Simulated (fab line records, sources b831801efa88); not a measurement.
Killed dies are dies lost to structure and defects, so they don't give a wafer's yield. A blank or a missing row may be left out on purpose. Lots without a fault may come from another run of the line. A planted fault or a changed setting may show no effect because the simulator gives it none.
Which tool did it? | flow gf180mcu | 12 lots, 36 wafers sampled, at 5 steps of a route of 602

WHAT THE GAUGES READ, wafer by wafer
GF_STI_THK_MEAS_30. Usual: STI_OXIDATION_02_THK 10.12 nm, standard deviation 0.17.
lot  | measured    | on            | STI_OXIDATION_02_THK (nm) | flag
L903 | day 2 06:27 | film_metro-03 | 10.19 10.32 10.24         |
L906 | day 3 04:07 | film_metro-03 | 10.21 10.09 10.19         |
L907 | day 3 09:34 | film_metro-03 | 10.38 10.51 10.22         |
L909 | day 3 20:43 | film_metro-02 | 10.02 10.02 10.21         |
L911 | day 4 01:46 | film_metro-02 | 10.06 10.28 10.23         |
L912 | day 4 11:39 | film_metro-04 | 10.03 10.17 10.33         |
L913 | day 4 11:40 | film_metro-03 | 10.24 10.30 10.14         |
L918 | day 5 13:00 | film_metro-04 | 10.05 10.11 10.06         |
L919 | day 5 18:40 | film_metro-03 | 9.87 9.96 10.00           |
L920 | day 5 22:32 | film_metro-03 | 10.18 10.23 10.25         |
L922 | day 6 08:40 | film_metro-02 | 10.13 10.36 10.20         |
L926 | day 7 05:40 | film_metro-02 | 10.11 10.06 10.09         |

GF_HV_LDD_CD_MEAS_46: target cd 400 nm. Usual: cd_nm 400.2 nm, standard deviation 1.8.
lot  | measured     | on        | cd_nm (nm)        | flag
L903 | day 12 15:35 | cd_sem-02 | 401.9 401.4 399.4 |
L906 | day 14 01:18 | cd_sem-01 | 397.9 399.4 398.4 |
L907 | day 14 07:53 | cd_sem-01 | 398.0 399.4 401.3 |
L909 | day 15 05:21 | cd_sem-01 | 401.2 400.8 398.1 |
L911 | day 15 11:51 | cd_sem-02 | 403.7 402.4 400.7 |
L912 | day 16 03:46 | cd_sem-01 | 400.0 400.3 399.2 |
L913 | day 15 23:19 | cd_sem-02 | 399.6 399.8 399.2 |
L918 | day 18 04:27 | cd_sem-02 | 400.8 401.0 399.9 |
L919 | day 18 03:04 | cd_sem-02 | 397.3 397.4 400.4 |
L920 | day 18 08:40 | cd_sem-01 | 400.8 400.0 399.6 |
L922 | day 19 07:27 | cd_sem-01 | 397.9 398.0 396.2 |
L926 | day 20 10:59 | cd_sem-01 | 402.9 404.7 402.4 |

WHICH TOOL RAN EACH LOT (tool, then ch and the chambers of the sampled wafers, then the start)
lot  | GF_VT_IMPLANT_COAT_24             | GF_VT_IMPLANT_STRIP_31               | GF_HV_LDD_STRIP_10
L903 | litho_track-04 ch 0, day 6 14:32  | plasma_asher-03 ch 0,1, day 6 22:53  | plasma_asher-02 ch 0,1, day 10 04:29
L906 | litho_track-03 ch 0, day 7 20:02  | plasma_asher-04 ch 0,1, day 8 04:22  | plasma_asher-03 ch 0,1, day 11 12:25
L907 | litho_track-04 ch 0, day 8 03:14  | plasma_asher-04 ch 0,1, day 8 11:29  | plasma_asher-02 ch 0,1, day 11 18:25
L909 | litho_track-02 ch 0, day 8 17:30  | plasma_asher-01 ch 1, day 9 02:00    | plasma_asher-04 ch 0,1, day 12 13:41
L911 | litho_track-02 ch 0, day 9 00:12  | plasma_asher-03 ch 1, day 9 08:52    | plasma_asher-04 ch 0, day 12 22:25
L912 | litho_track-04 ch 0, day 9 12:23  | plasma_asher-04 ch 0,1, day 9 21:18  | plasma_asher-03 ch 0,1, day 13 10:05
L913 | litho_track-02 ch 0, day 9 10:15  | plasma_asher-04 ch 0,1, day 9 19:36  | plasma_asher-03 ch 0,1, day 13 07:50
L918 | litho_track-02 ch 0, day 10 20:18 | plasma_asher-03 ch 0,1, day 11 05:51 | plasma_asher-02 ch 0,1, day 15 06:08
L919 | litho_track-02 ch 0, day 11 00:27 | plasma_asher-03 ch 0, day 11 10:27   | plasma_asher-04 ch 0, day 15 05:52
L920 | litho_track-02 ch 0, day 11 06:42 | plasma_asher-04 ch 0,1, day 11 16:23 | plasma_asher-03 ch 0,1, day 15 10:28
L922 | litho_track-03 ch 0, day 11 19:22 | plasma_asher-03 ch 0,1, day 12 06:02 | plasma_asher-03 ch 0,1, day 16 07:52
L926 | litho_track-03 ch 0, day 12 19:58 | plasma_asher-04 ch 0,1, day 13 06:30 | plasma_asher-02 ch 0,1, day 17 09:27
- GF_VT_IMPLANT_COAT_24: resist thk 1000 nm.
- GF_VT_IMPLANT_STRIP_31: strips in O2/N2.
- GF_HV_LDD_STRIP_10: strips in O2/N2.

WHAT THE TOOLS THEMSELVES READ (means of the sampled wafers that have a number; where no wafer has one, the mark that the record gives instead)
GF_VT_IMPLANT_COAT_24. Usual: exhaust_pa 45.0 Pa, standard deviation 0.8; spin_speed_rpm 2999.9 rpm, standard deviation 1.7.
lot  | tool           | exhaust_pa (Pa) | spin_speed_rpm (rpm) | flag
L903 | litho_track-04 | 44.8            | 3000.6               |
L906 | litho_track-03 | 45.5            | 3001.7               |
L907 | litho_track-04 | 45.4            | 2998.6               |
L909 | litho_track-02 | 44.8            | 3002.2               |
L911 | litho_track-02 | 44.6            | 2998.2               |
L912 | litho_track-04 | 44.2            | 3001.0               |
L913 | litho_track-02 | 44.9            | 2999.0               |
L918 | litho_track-02 | 44.2            | 3000.2               |
L919 | litho_track-02 | 44.5            | 3411.7               | OFF
L920 | litho_track-02 | 46.2            | 3410.2               | OFF
L922 | litho_track-03 | 44.7            | 2999.1               |
L926 | litho_track-03 | 45.7            | 2999.3               |

GF_VT_IMPLANT_STRIP_31. Usual: chamber_pressure_mTorr 1500.0 mTorr, standard deviation 1.3; drypump_motor_current_A 5.5 A, standard deviation 0.52; heater_power_w 331 W, standard deviation 39; n2_flow_sccm 300.0 sccm, standard deviation 0.91; oes_product_au 0.716 a.u., standard deviation 0.0048; platen_temp_c 249.99 C, standard deviation 0.18; strip_time_to_endpoint_s 12.63 s, standard deviation 0.033.
lot  | tool            | chamber_pressure_mTorr (mTorr) | drypump_motor_current_A (A) | heater_power_w (W) | n2_flow_sccm (sccm) | oes_product_au (a.u.) | platen_temp_c (C) | strip_time_to_endpoint_s (s) | flag
L903 | plasma_asher-03 | 1499.9                         | 5.4                         | 305                | 300.3               | 0.715                 | 249.97            | 12.62                        |
L906 | plasma_asher-04 | 1500.5                         | 5.6                         | 368                | 300.4               | 0.717                 | 249.88            | 12.66                        |
L907 | plasma_asher-04 | 1499.7                         | 6.0                         | 378                | 300.1               | 0.716                 | 249.82            | 12.58                        |
L909 | plasma_asher-01 | 1500.9                         | 5.4                         | 284                | 299.1               | 0.715                 | 250.01            | 12.62                        |
L911 | plasma_asher-03 | 1500.6                         | 5.7                         | 301                | 300.0               | 0.719                 | 250.05            | 12.64                        |
L912 | plasma_asher-04 | 1499.8                         | 5.6                         | 370                | 299.4               | 0.719                 | 250.00            | 12.63                        |
L913 | plasma_asher-04 | 1499.7                         | 6.0                         | 380                | 300.2               | 0.710                 | 250.01            | 12.61                        |
L918 | plasma_asher-03 | 1499.5                         | 5.6                         | 303                | 299.8               | 0.719                 | 249.99            | 12.67                        |
L919 | plasma_asher-03 | 1501.1                         | 5.2                         | 304                | 299.7               | 0.711                 | 250.19            | 11.89                        | OFF
L920 | plasma_asher-04 | 1500.1                         | 5.6                         | 372                | 300.0               | 0.715                 | 250.16            | 11.87                        | OFF
L922 | plasma_asher-03 | 1500.9                         | 5.4                         | 306                | 300.1               | 0.717                 | 250.11            | 12.67                        |
L926 | plasma_asher-04 | 1498.7                         | 5.6                         | 365                | 299.9               | 0.718                 | 250.01            | 12.65                        |

GF_HV_LDD_STRIP_10. Usual: chamber_pressure_mTorr 1500.0 mTorr, standard deviation 1.3; drypump_motor_current_A 5.8 A, standard deviation 0.49; heater_power_w 328 W, standard deviation 27; n2_flow_sccm 300.0 sccm, standard deviation 0.91; oes_product_au 0.716 a.u., standard deviation 0.0044; platen_temp_c 249.98 C, standard deviation 0.15; strip_time_to_endpoint_s 12.63 s, standard deviation 0.033.
lot  | tool            | chamber_pressure_mTorr (mTorr) | drypump_motor_current_A (A) | heater_power_w (W) | n2_flow_sccm (sccm) | oes_product_au (a.u.) | platen_temp_c (C) | strip_time_to_endpoint_s (s) | flag
L903 | plasma_asher-02 | 1500.6                         | 6.1                         | 328                | 299.6               | 0.717                 | 250.25            | 12.62                        |
L906 | plasma_asher-03 | 1499.5                         | 5.5                         | 305                | 299.1               | 0.716                 | 249.87            | 12.62                        |
L907 | plasma_asher-02 | 1500.3                         | 5.9                         | 333                | 301.4               | 0.721                 | 249.86            | 12.63                        |
L909 | plasma_asher-04 | 1499.5                         | 6.0                         | 377                | 300.1               | 0.714                 | 249.97            | 12.57                        |
L911 | plasma_asher-04 | 1498.7                         | 5.2                         | 355                | 299.8               | 0.714                 | 250.20            | 12.60                        |
L912 | plasma_asher-03 | 1499.9                         | 5.5                         | 305                | 300.0               | 0.718                 | 250.02            | 12.67                        |
L913 | plasma_asher-03 | 1500.4                         | 5.5                         | 310                | 298.7               | 0.717                 | 249.95            | 12.59                        |
L918 | plasma_asher-02 | 1499.2                         | 6.1                         | 324                | 299.3               | 0.712                 | 249.93            | 12.65                        |
L919 | plasma_asher-04 | 1501.1                         | 5.2                         | 354                | 300.2               | 0.713                 | 250.09            | 12.69                        |
L920 | plasma_asher-03 | 1499.9                         | 5.5                         | 305                | 300.6               | 0.718                 | 250.03            | 12.63                        |
L922 | plasma_asher-03 | 1500.3                         | 5.5                         | 305                | 300.0               | 0.721                 | 250.08            | 12.60                        |
L926 | plasma_asher-02 | 1500.4                         | 6.2                         | 328                | 300.4               | 0.716                 | 249.84            | 12.62                        |

THE ANSWER, worked out from the rows above alone
Rule: a lot is off if the mean of its wafers that have a number lies more than 3 standard deviations from the usual mean. A lot without any number at a reading at which 4 lots or more have one is off too. The other lots that the step has rows for count as sound. The gauges are gone through in route order, then the tools' own readings, and for those a lot's mean is taken as printed above. The first step at which some lot is off is used, and at that step the reading that is off furthest; a lot without a number counts as furthest.
Off: L919, L920, at GF_VT_IMPLANT_COAT_24 (spin_speed_rpm).
A tool fits if, at that step or a process step before it, it ran every lot that is off, and no sound lot after the first of them. One fits: litho_track-02 at GF_VT_IMPLANT_COAT_24. Its last sound lot is L918 (day 10 20:18), its first lot that is off L919 (day 11 00:27): a fault that began between those two fits.
The tool's own readings at GF_VT_IMPLANT_COAT_24 bear it out: on the lots that are off they differ by more than 5 times the standard deviation of the sound lots' means. spin_speed_rpm reads 3410.9 rpm there against 3000.0 rpm on the sound lots.

WHAT THE SIMULATOR HAD PUT IN
Process parameter drift: litho_track-02, from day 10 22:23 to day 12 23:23, at GF_VT_IMPLANT_COAT_24. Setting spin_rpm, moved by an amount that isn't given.
Lots struck among those shown: L919, L920. The rule above found the same.
